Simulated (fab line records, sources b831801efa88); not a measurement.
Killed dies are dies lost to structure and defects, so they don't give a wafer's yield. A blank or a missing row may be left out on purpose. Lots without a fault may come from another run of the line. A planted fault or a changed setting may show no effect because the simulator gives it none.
fab line records | flow sky130
record lots=24 wafers=72 last_day=50
route steps=708 shown CONTACT@421 METAL3@532 VIA3@575 METAL5@663 PAD_OPEN@707
lots that met no fault: from a run of the same line without faults
start_h: hours from the record's first day to the start of the lot's first wafer shown | wait_h: hours since the lot's step before | " the same as in the row above | L1.1+2: a row that stands for several wafers | - no value, or no start given | * or withheld: withheld | < > ~ a bound
route shown NAME@n: a module of which the file shows steps, and the number in the route of the first | usual: mean/standard deviation of fault-free wafers | same: alike in all rows | chamber/n: place in a boat | sites: the reading at each site | _std_site: their standard deviation | _edge_site: outer sites' mean less inner sites' | radius_mm: how far each site lies from the wafer's centre | mask NAME#n: copy n | behind: the tool/chamber that last shaped the wafer | hold: why the lot was held/for how many hours/how that ended | device: the transistor (n, p or np) that didn't switch | end of line: the same wafers' tests at the end of the route | a step without rows: its recipe alone | killed: dies lost to structure and defects at the first sort, not the wafer's yield | map: a wafer's dies, x killed, . not, _ none there
set.NAME: the setting as run; set.NAME@STEP: as run at that earlier step | model.NAME: the simulator's own value behind a step, which no gauge read
steps of the route over a sample of lots; a table a step, a row a wafer
services: from which hour (start_h, from the record's first day; less than 0 if before it) a tool's chamber was out of use, for how many hours, and why
## steps
# step SKY_CONTACT_OVL_MEAS_15
# usual CONTACT_OVL=-1/5.7
# columns lot.wafer tool chamber start_h wait_h CONTACT_OVL[nm]
L074.1 overlay-02 - 730.34 0.1 10
L074.5 " - " " 2
L074.6 " - " " 6
L075.2 overlay-01 - 737.38 0.1 -9
L075.3 " - " " -15
L075.6 " - " " -2
L076.3 overlay-01 - 750.08 0.1 -2
L076.4 " - " " 3
L076.6 " - " " -1
L077.3 overlay-01 - 756.48 0.1 -8
L077.4 " - " " 4
L077.5 " - " " -8
L078.1 overlay-02 - 765.64 0.1 -4
L078.2 " - " " -4
L078.3 " - " " -6
L079.2 overlay-02 - 781.40 0.1 -1
L079.3 " - " " -13
L079.4 " - " " -6
L080.2 overlay-02 - 793.25 0.1 5
L080.3 " - " " 7
L080.6 " - " " 4
L081.3 overlay-02 - 794.30 0.1 -1
L081.4 " - " " 6
L081.6 " - " " 11
L082.1 overlay-02 - 797.12 0.1 0
L082.3 " - " " 3
L082.6 " - " " 4
L083.1 overlay-01 - 798.27 0.1 8
L083.2 " - " " 4
L083.3 " - " " 7
L084.2 overlay-01 - 804.38 0.1 -2
L084.3 " - " " -7
L084.5 " - " " -2
L085.3 overlay-02 - 813.93 0.1 3
L085.5 " - " " 0
L085.6 " - " " -3
L086.3 overlay-01 - 820.78 0.1 -2
L086.5 " - " " 11
L086.6 " - " " 3
L087.1 overlay-02 - 828.17 0.1 9
L087.2 " - " " -2
L087.5 " - " " 5
L088.1 overlay-02 - 834.49 0.1 0
L088.2 " - " " -2
L088.3 " - " " -8
L089.1 overlay-02 - 842.67 0.1 -5
L089.3 " - " " 2
L089.5 " - " " 2
L090.1 overlay-02 - 879.92 0.1 6
L090.2 " - " " -5
L090.3 " - " " -1
L092.4 overlay-02 - 881.79 0.1 -9
L092.5 " - " " -6
L092.6 " - " " -9
L091.1 overlay-02 - 883.02 0.1 1
L091.2 " - " " 4
L091.5 " - " " 3
L093.2 overlay-01 - 884.48 0.1 1
L093.5 " - " " 4
L093.6 " - " " 1
L094.1 overlay-01 - 885.92 0.1 -13
L094.4 " - " " -1
L094.5 " - " " -9
L095.3 overlay-01 - 891.13 0.1 4
L095.4 " - " " 5
L095.6 " - " " 9
L096.4 overlay-01 - 895.49 0.1 -1
L096.5 " - " " -5
L096.6 " - " " -1
L097.2 overlay-01 - 903.58 0.1 -2
L097.3 " - " " 6
L097.4 " - " " 2
# step SKY_METAL3_SPUTTER_00
# recipe material=Ti target_thk_nm=15 power_w=3000 time_s=10 chamber_pressure_pa=0.4
# usual throttle_valve_pct=29.5/0.98
# columns lot.wafer tool chamber start_h wait_h throttle_valve_pct
L074.1 pvd_sputter-04 - 844.62 0.1 29.9
L074.5 " - " " 28.0
L074.6 " - " " 29.6
L075.2 pvd_sputter-03 - 851.73 0.1 28.8
L075.3 " - " " 31.0
L075.6 " - " " 29.2
L076.3 pvd_sputter-01 - 862.43 0.1 30.9
L076.4 " - " " 29.6
L076.6 " - " " 30.6
L077.3 pvd_sputter-04 - 868.49 0.2 30.1
L077.4 " - " " 28.2
L077.5 " - " " 30.3
L078.1 pvd_sputter-03 - 878.70 0.2 29.2
L078.2 " - " " 28.0
L078.3 " - " " 28.7
L079.2 pvd_sputter-03 - 893.45 0.2 28.6
L079.3 " - " " 29.4
L079.4 " - " " 30.9
L080.2 pvd_sputter-03 - 904.18 0.2 29.2
L080.3 " - " " 31.3
L080.6 " - " " 31.2
L081.3 pvd_sputter-01 - 906.05 0.1 30.1
L081.4 " - " " 29.5
L081.6 " - " " 30.1
L082.1 pvd_sputter-01 - 909.15 0.1 30.6
L082.3 " - " " 30.3
L082.6 " - " " 30.8
L083.1 pvd_sputter-04 - 909.50 0.2 30.2
L083.2 " - " " 29.7
L083.3 " - " " 28.2
L084.2 pvd_sputter-03 - 915.11 0.2 28.0
L084.3 " - " " 28.7
L084.5 " - " " 29.4
L085.3 pvd_sputter-04 - 922.80 0.1 28.1
L085.5 " - " " 29.8
L085.6 " - " " 28.2
L086.3 pvd_sputter-03 - 930.53 0.2 29.0
L086.5 " - " " 28.1
L086.6 " - " " 31.0
L087.1 pvd_sputter-03 - 937.61 0.2 28.4
L087.2 " - " " 28.6
L087.5 " - " " 31.2
L088.1 pvd_sputter-01 - 943.78 0.1 30.3
L088.2 " - " " 29.3
L088.3 " - " " 30.4
L089.1 pvd_sputter-01 - 951.48 0.1 29.3
L089.3 " - " " 30.1
L089.5 " - " " 30.7
L090.1 pvd_sputter-03 - 985.79 0.1 28.6
L090.2 " - " " 31.1
L090.3 " - " " 29.2
L092.4 pvd_sputter-01 - 987.72 0.2 30.2
L092.5 " - " " 30.7
L092.6 " - " " 29.1
L091.1 pvd_sputter-03 - 989.27 0.2 28.2
L091.2 " - " " 30.9
L091.5 " - " " 28.8
L093.2 pvd_sputter-04 - 989.27 0.1 29.6
L093.5 " - " " 30.4
L093.6 " - " " 28.4
L094.1 pvd_sputter-04 - 992.51 0.2 30.2
L094.4 " - " " 29.5
L094.5 " - " " 29.9
L095.3 pvd_sputter-04 - 996.69 0.1 29.7
L095.4 " - " " 28.5
L095.6 " - " " 30.0
L096.4 pvd_sputter-01 - 1001.42 0.2 30.3
L096.5 " - " " 29.3
L096.6 " - " " 30.5
L097.2 pvd_sputter-04 - 1007.06 0.2 28.2
L097.3 " - " " 28.2
L097.4 " - " " 29.8
# step SKY_VIA3_CMP_02
# recipe material=SiO2 down_force_psi=4 platen_rpm=60 pad_velocity_m_s=0.94248
# usual motor_current_A=11.7/1.3 platen_rpm=60.00/0.046 slurry_flow_ml_min=150.0/0.42
# columns lot.wafer tool chamber start_h wait_h motor_current_A platen_rpm slurry_flow_ml_min
L074.1 cmp-01 1 899.52 0.1 13.9 60.03 150.2
L074.5 " 3 " " 10.2 59.97 148.9
L074.6 " 0 " " 11.1 59.96 150.1
L075.2 cmp-02 2 906.15 0.2 11.7 60.02 150.3
L075.3 " 3 " " 13.6 60.05 149.6
L075.6 " 0 " " 11.7 59.99 150.0
L076.4 cmp-01 0 915.71 0.5 11.3 60.01 150.5
L076.3 " 1 " " 14.2 59.96 149.3
L076.6 " 0 " " 10.9 60.09 150.0
L077.3 cmp-02 1 921.52 0.1 11.4 60.04 149.6
L077.4 " 2 " " 11.8 60.06 149.9
L077.5 " 0 " " 11.8 60.12 149.2
L078.3 cmp-01 0 931.33 0.0 11.6 60.01 150.0
L078.2 " 1 " " 13.6 60.04 150.3
L078.1 " 3 " " 10.0 60.01 149.4
L079.2 cmp-01 0 945.28 0.0 11.2 60.00 149.2
L079.4 " 1 " " 13.6 59.94 150.3
L079.3 " 2 " " 11.8 60.00 150.8
L080.2 cmp-02 3 955.62 0.2 14.3 60.08 149.6
L080.3 " 1 " " 11.5 60.00 150.1
L080.6 " 0 " " 12.0 60.00 150.4
L081.4 cmp-01 1 957.78 0.0 13.3 60.04 150.0
L081.3 " 0 " " 10.9 59.97 149.7
L081.6 " 1 " " 14.4 59.96 150.0
L082.3 cmp-02 1 960.59 0.1 11.7 59.94 150.0
L082.1 " 2 " " 11.8 60.00 149.9
L082.6 " 0 " " 11.7 59.98 150.4
L083.1 cmp-01 1 960.85 0.1 13.5 60.01 150.1
L083.2 " 2 " " 11.8 59.97 149.4
L083.3 " 3 " " 10.0 60.03 150.5
L084.2 cmp-02 2 966.47 0.1 11.6 59.99 150.0
L084.3 " 3 " " 13.9 59.93 149.8
L084.5 " 1 " " 11.7 59.92 150.0
L085.3 cmp-01 2 975.00 0.0 12.3 60.00 150.1
L085.5 " 2 " " 12.2 60.02 149.5
L085.6 " 3 " " 10.0 60.08 149.7
L086.3 cmp-01 0 982.13 0.2 11.6 59.95 150.0
L086.5 " 1 " " 13.6 60.03 149.7
L086.6 " 2 " " 12.4 60.01 150.9
L087.1 cmp-01 3 987.78 0.1 9.6 60.04 149.6
L087.2 " 2 " " 12.3 60.02 149.7
L087.5 " 0 " " 11.2 60.05 150.2
L088.2 cmp-01 1 994.51 0.0 13.2 60.04 150.2
L088.1 " 2 " " 11.4 60.02 150.6
L088.3 " 0 " " 10.7 60.02 150.0
L089.1 cmp-01 3 1000.32 0.1 10.0 59.92 150.4
L089.3 " 0 " " 11.5 59.98 150.1
L089.5 " 3 " " 9.5 60.03 149.3
L090.2 cmp-01 2 1033.90 0.0 11.9 60.00 150.1
L090.1 " 3 " " 9.6 60.02 150.0
L090.3 " 1 " " 13.6 60.08 151.0
L092.4 cmp-01 0 1035.43 0.1 11.4 60.07 150.3
L092.6 " 2 " " 11.7 60.07 150.4
L092.5 " 3 " " 10.1 59.99 150.2
L091.1 cmp-02 3 1036.43 0.1 12.8 60.03 150.3
L091.2 " 0 " " 11.1 60.07 150.1
L091.5 " 1 " " 11.9 60.01 150.4
L093.2 cmp-01 3 1036.60 0.2 9.2 60.02 149.6
L093.5 " 3 " " 9.6 59.95 149.3
L093.6 " 0 " " 10.8 59.95 150.2
L094.4 cmp-01 3 1040.06 0.1 9.5 60.11 149.5
L094.1 " 1 " " 13.6 60.01 149.5
L094.5 " 2 " " 12.3 59.99 150.1
L095.3 cmp-01 3 1044.56 0.0 9.5 59.91 150.3
L095.4 " 1 " " 13.6 59.97 150.5
L095.6 " 3 " " 9.9 59.98 149.4
L096.4 cmp-01 2 1048.22 0.2 11.7 60.01 150.2
L096.5 " 3 " " 9.9 60.00 150.0
L096.6 " 0 " " 11.4 60.07 150.2
L097.3 cmp-01 2 1054.65 0.0 11.5 59.99 150.7
L097.4 " 3 " " 10.1 60.03 150.5
L097.2 " 0 " " 11.5 60.02 149.7
# step SKY_VIA3_STRIP_16
# recipe chemistry=O2/N2 power_w=1400 pressure_mtorr=1500 platen_temp_c=withheld o2_flow_sccm=3000 n2_flow_sccm=300 overash_fraction=0.5
# usual drypump_motor_current_A=5.7/0.43 oes_product_au=0.402/0.0051 strip_time_to_endpoint_s=4.139/0.028
# columns lot.wafer tool chamber start_h wait_h drypump_motor_current_A oes_product_au rf_hours_counter_h strip_time_to_endpoint_s
L074.1 plasma_asher-02 1 924.81 0.0 6.2 0.401 80 4.127
L074.5 " 1 " " 6.2 0.400 - 4.117
L074.6 " 0 " " 5.1 0.396 - 4.136
L075.2 plasma_asher-01 0 930.63 0.0 5.3 0.397 18 4.110
L075.3 " 1 " " 5.5 0.410 - 4.158
L075.6 " 1 " " 5.5 0.403 - 4.120
L076.3 plasma_asher-02 1 940.94 0.1 6.2 0.405 - 4.084
L076.4 " 0 " " 5.1 0.392 - 4.092
L076.6 " 1 " " 6.2 0.391 - 4.086
L077.3 plasma_asher-02 0 947.49 0.1 5.1 0.403 - 4.140
L077.4 " 1 " " 6.2 0.414 - 4.132
L077.5 " 1 " " 6.2 0.402 - 4.138
L078.1 plasma_asher-01 0 956.52 0.0 5.3 0.406 21 4.141
L078.2 " 1 " " 5.5 0.396 21 4.161
L078.3 " 1 " " 5.5 0.403 - 4.154
L079.2 plasma_asher-03 1 970.32 0.0 6.2 0.399 111 4.165
L079.3 " 0 " " 6.2 0.410 - 4.174
L079.4 " 1 " " 6.2 0.395 - 4.139
L080.2 plasma_asher-03 1 980.72 0.0 6.2 0.403 112 4.176
L080.3 " 0 " " 6.2 0.399 - 4.152
L080.6 " 0 " " 6.2 0.403 - 4.156
L081.3 plasma_asher-01 1 982.41 0.1 5.5 0.403 - 4.126
L081.4 " 0 " " 5.3 0.404 - 4.105
L081.6 " 0 " " 5.3 0.396 - 4.138
L082.1 plasma_asher-03 1 985.81 0.0 6.2 0.404 112 4.113
L082.3 " 0 " " 6.2 0.400 - 4.124
L082.6 " 1 " " 6.2 0.398 - 4.111
L083.1 plasma_asher-01 0 985.87 0.0 5.3 0.395 24 4.117
L083.2 " 1 " " 5.5 0.396 24 4.144
L083.3 " 0 " " 5.3 0.407 - 4.136
L084.2 plasma_asher-02 1 990.91 0.0 6.1 0.410 87 4.162
L084.3 " 1 " " 6.2 0.395 - 4.177
L084.5 " 0 " " 5.1 0.395 - 4.194
L085.3 plasma_asher-02 1 998.61 0.1 6.2 0.410 - 4.131
L085.5 " 1 " " 6.2 0.393 - 4.097
L085.6 " 0 " " 5.1 0.405 - 4.160
L086.3 plasma_asher-01 0 1005.66 0.1 5.3 0.399 - 4.107
L086.5 " 1 " " 5.5 0.400 - 4.125
L086.6 " 0 " " 5.3 0.396 - 4.114
L087.1 plasma_asher-01 0 1010.97 0.0 5.3 0.397 26 4.145
L087.2 " 1 " " 5.5 0.398 26 4.154
L087.5 " 1 " " 5.5 0.397 - 4.135
L088.1 plasma_asher-03 1 1017.47 0.0 6.2 0.408 116 4.174
L088.2 " 0 " " 6.2 0.400 116 4.157
L088.3 " 0 " " 6.2 0.409 - 4.191
L089.1 plasma_asher-01 0 1023.57 0.0 5.3 0.402 28 4.161
L089.3 " 1 " " 5.5 0.403 - 4.099
L089.5 " 1 " " 5.5 0.402 - 4.160
L090.1 plasma_asher-02 0 1057.06 0.0 5.1 0.398 93 4.152
L090.2 " 1 " " 6.2 0.406 93 4.141
L090.3 " 0 " " 5.1 0.401 - 4.159
L092.4 plasma_asher-01 1 1058.13 0.1 5.5 0.398 - 4.100
L092.5 " 1 " " 5.5 0.402 - 4.108
L092.6 " 0 " " 5.3 0.397 - 4.126
L091.1 plasma_asher-02 1 1058.74 0.0 6.2 0.403 94 4.125
L091.2 " 0 " " 5.1 0.403 94 4.172
L091.5 " 1 " " 6.2 0.410 - 4.141
L093.2 plasma_asher-02 0 1059.33 0.0 5.1 0.407 94 4.216
L093.5 " 1 " " 6.2 0.406 - 4.095
L093.6 " 0 " " 5.1 0.408 - 4.171
L094.1 plasma_asher-01 0 1061.82 0.0 5.3 0.398 32 4.161
L094.4 " 1 " " 5.5 0.395 - 4.107
L094.5 " 1 " " 5.5 0.400 - 4.137
L095.3 plasma_asher-01 1 1067.58 0.1 5.5 0.397 - 4.114
L095.4 " 0 " " 5.3 0.395 - 4.144
L095.6 " 0 " " 5.3 0.398 - 4.127
L096.4 plasma_asher-03 0 1070.36 0.1 6.2 0.400 - 4.183
L096.5 " 1 " " 6.2 0.399 - 4.101
L096.6 " 0 " " 6.1 0.409 - 4.147
L097.2 plasma_asher-02 0 1076.31 0.0 5.1 0.405 96 4.158
L097.3 " 0 " " 5.1 0.399 - 4.132
L097.4 " 1 " " 6.2 0.410 - 4.171
# step SKY_METAL5_SPUTTER_02
# recipe material=AlCu target_thk_nm=1150 power_w=10600 time_s=61.2 chamber_pressure_pa=0.4
# usual throttle_valve_pct=29.6/1
# columns lot.wafer tool chamber start_h wait_h throttle_valve_pct
L074.1 pvd_sputter-03 - 1002.77 0.0 28.7
L074.5 " - " " 31.1
L074.6 " - " " 28.0
L075.2 pvd_sputter-02 - 1008.47 0.0 28.3
L075.3 " - " " 28.2
L075.6 " - " " 28.4
L076.3 pvd_sputter-03 - 1016.71 0.0 29.2
L076.4 " - " " 28.2
L076.6 " - " " 28.5
L077.3 pvd_sputter-01 - 1023.76 0.0 29.9
L077.4 " - " " 30.6
L077.5 " - " " 29.4
L078.1 pvd_sputter-01 - 1030.59 0.0 30.4
L078.2 " - " " 30.0
L078.3 " - " " 29.4
L079.2 pvd_sputter-01 - 1044.69 0.0 30.5
L079.3 " - " " 29.6
L079.4 " - " " 30.8
L080.2 pvd_sputter-01 - 1053.19 0.0 29.4
L080.3 " - " " 30.8
L080.6 " - " " 29.9
L081.3 pvd_sputter-02 - 1055.60 0.0 29.9
L081.4 " - " " 28.1
L081.6 " - " " 28.5
L082.1 pvd_sputter-02 - 1058.91 0.0 30.4
L082.3 " - " " 28.4
L082.6 " - " " 28.5
L083.1 pvd_sputter-02 - 1059.51 0.0 28.0
L083.2 " - " " 28.5
L083.3 " - " " 30.1
L084.2 pvd_sputter-01 - 1062.00 0.0 30.3
L084.3 " - " " 30.0
L084.5 " - " " 30.2
L085.3 pvd_sputter-01 - 1070.04 0.0 29.5
L085.5 " - " " 30.4
L085.6 " - " " 30.7
L086.3 pvd_sputter-01 - 1075.52 0.0 30.7
L086.5 " - " " 29.4
L086.6 " - " " 30.1
L087.1 pvd_sputter-02 - 1081.27 0.0 28.3
L087.2 " - " " 30.5
L087.5 " - " " 30.7
L088.1 pvd_sputter-03 - 1088.44 0.0 29.1
L088.2 " - " " 30.9
L088.3 " - " " 28.8
L089.1 pvd_sputter-02 - 1093.04 0.0 28.4
L089.3 " - " " 30.3
L089.5 " - " " 31.0
L090.1 pvd_sputter-02 - 1123.23 0.0 28.3
L090.2 " - " " 30.0
L090.3 " - " " 30.8
L092.4 pvd_sputter-03 - 1123.99 0.0 28.8
L092.5 " - " " 29.1
L092.6 " - " " 28.3
L091.1 pvd_sputter-01 - 1125.56 0.0 30.1
L091.2 " - " " 29.2
L091.5 " - " " 30.8
L093.2 pvd_sputter-03 - 1125.82 0.0 30.8
L093.5 " - " " 28.2
L093.6 " - " " 31.3
L094.1 pvd_sputter-03 - 1128.13 0.0 28.9
L094.4 " - " " 29.4
L094.5 " - " " 28.6
L095.3 pvd_sputter-03 - 1134.98 0.0 31.1
L095.4 " - " " 29.3
L095.6 " - " " 28.8
L096.4 pvd_sputter-03 - 1135.67 0.0 31.1
L096.5 " - " " 28.2
L096.6 " - " " 29.4
L097.2 pvd_sputter-03 - 1141.01 0.0 28.8
L097.3 " - " " 31.2
L097.4 " - " " 29.1
# step SKY_PAD_OPEN_BOW_MEAS_13
# recipe mode=bow
# usual PAD_OPEN_BOW=46/9.6
# columns lot.wafer tool chamber start_h wait_h PAD_OPEN_BOW[um]
L074.1 film_metro-01 - 1072.20 - 63
L074.5 " - " " 73
L074.6 " - " " 59
L075.2 film_metro-02 - 1077.82 - 56
L075.3 " - " " 62
L075.6 " - " " 61
L076.3 film_metro-02 - 1085.47 - 62
L076.4 " - " " 56
L076.6 " - " " 57
L077.3 film_metro-03 - 1091.40 - 61
L077.4 " - " " 64
L077.5 " - " " 52
L078.1 film_metro-03 - 1097.99 - 56
L078.2 " - " " 37
L078.3 " - " " 45
L079.2 film_metro-02 - 1112.06 - 37
L079.3 " - " " 36
L079.4 " - " " 47
L080.2 film_metro-03 - 1117.50 - 46
L080.3 " - " " 55
L080.6 " - " " 42
L081.3 film_metro-02 - 1119.35 - 42
L081.4 " - " " 47
L081.6 " - " " 41
L082.1 film_metro-02 - 1122.76 - 38
L082.3 " - " " 41
L082.6 " - " " 38
L083.1 film_metro-02 - 1124.78 - 34
L083.2 " - " " 43
L083.3 " - " " 35
L084.2 film_metro-02 - 1126.60 - 52
L084.3 " - " " 50
L084.5 " - " " 49
L085.3 film_metro-02 - 1134.13 - 36
L085.5 " - " " 37
L085.6 " - " " 37
L086.3 film_metro-01 - 1139.14 - 40
L086.5 " - " " 50
L086.6 " - " " 52
L087.1 film_metro-01 - 1142.83 - 58
L087.2 " - " " 39
L087.5 " - " " 47
L088.1 film_metro-02 - 1149.40 - 54
L088.2 " - " " 48
L088.3 " - " " 51
L089.1 film_metro-01 - 1153.95 - 43
L089.3 " - " " 36
L089.5 " - " " 34
L090.1 film_metro-01 - 1179.94 - 46
L090.2 " - " " 50
L090.3 " - " " 52
L092.4 film_metro-03 - 1180.11 - 45
L092.5 " - " " 58
L092.6 " - " " 43
L091.1 film_metro-01 - 1181.44 - 50
L091.2 " - " " 37
L091.5 " - " " 59
L093.2 film_metro-03 - 1182.33 - 48
L093.5 " - " " 45
L093.6 " - " " 36
L094.1 film_metro-03 - 1183.34 - 43
L094.4 " - " " 44
L094.5 " - " " 44
L095.3 film_metro-01 - 1190.29 - 34
L095.4 " - " " 49
L095.6 " - " " 46
L096.4 film_metro-02 - 1191.81 - 30
L096.5 " - " " 26
L096.6 " - " " 26
L097.2 film_metro-01 - 1195.34 - 42
L097.3 " - " " 50
L097.4 " - " " 59
## services
# columns tool chamber start_h hours kind
cmp-02 - 830.73 3.0 repair
cmp-02 - 855.57 0.8 repair
cmp-02 - 875.83 0.6 repair
pvd_sputter-03 - 879.07 4.5 repair
plasma_asher-01 - 882.11 1.3 repair
cmp-02 - 912.00 4.0 pm
cmp-01 - 922.22 2.5 repair
pvd_sputter-03 - 928.79 0.6 repair
cmp-02 - 929.32 0.3 repair
cmp-01 - 950.25 5.6 pm
cmp-01 - 972.54 0.9 repair
pvd_sputter-03 - 999.83 1.9 repair
pvd_sputter-01 - 1008.39 2.2 repair
cmp-01 - 1018.19 0.4 repair
pvd_sputter-04 - 1020.70 25.5 repair
pvd_sputter-03 - 1029.83 0.6 repair
pvd_sputter-04 - 1037.26 3.9 repair
pvd_sputter-03 - 1054.86 1.7 repair
pvd_sputter-04 - 1067.73 3.7 repair
pvd_sputter-03 - 1069.94 2.9 repair
pvd_sputter-04 - 1080.07 1.6 repair
cmp-01 - 1084.03 4.0 pm
plasma_asher-01 - 1088.07 0.4 repair
pvd_sputter-01 - 1130.45 3.5 repair
## key
fault none
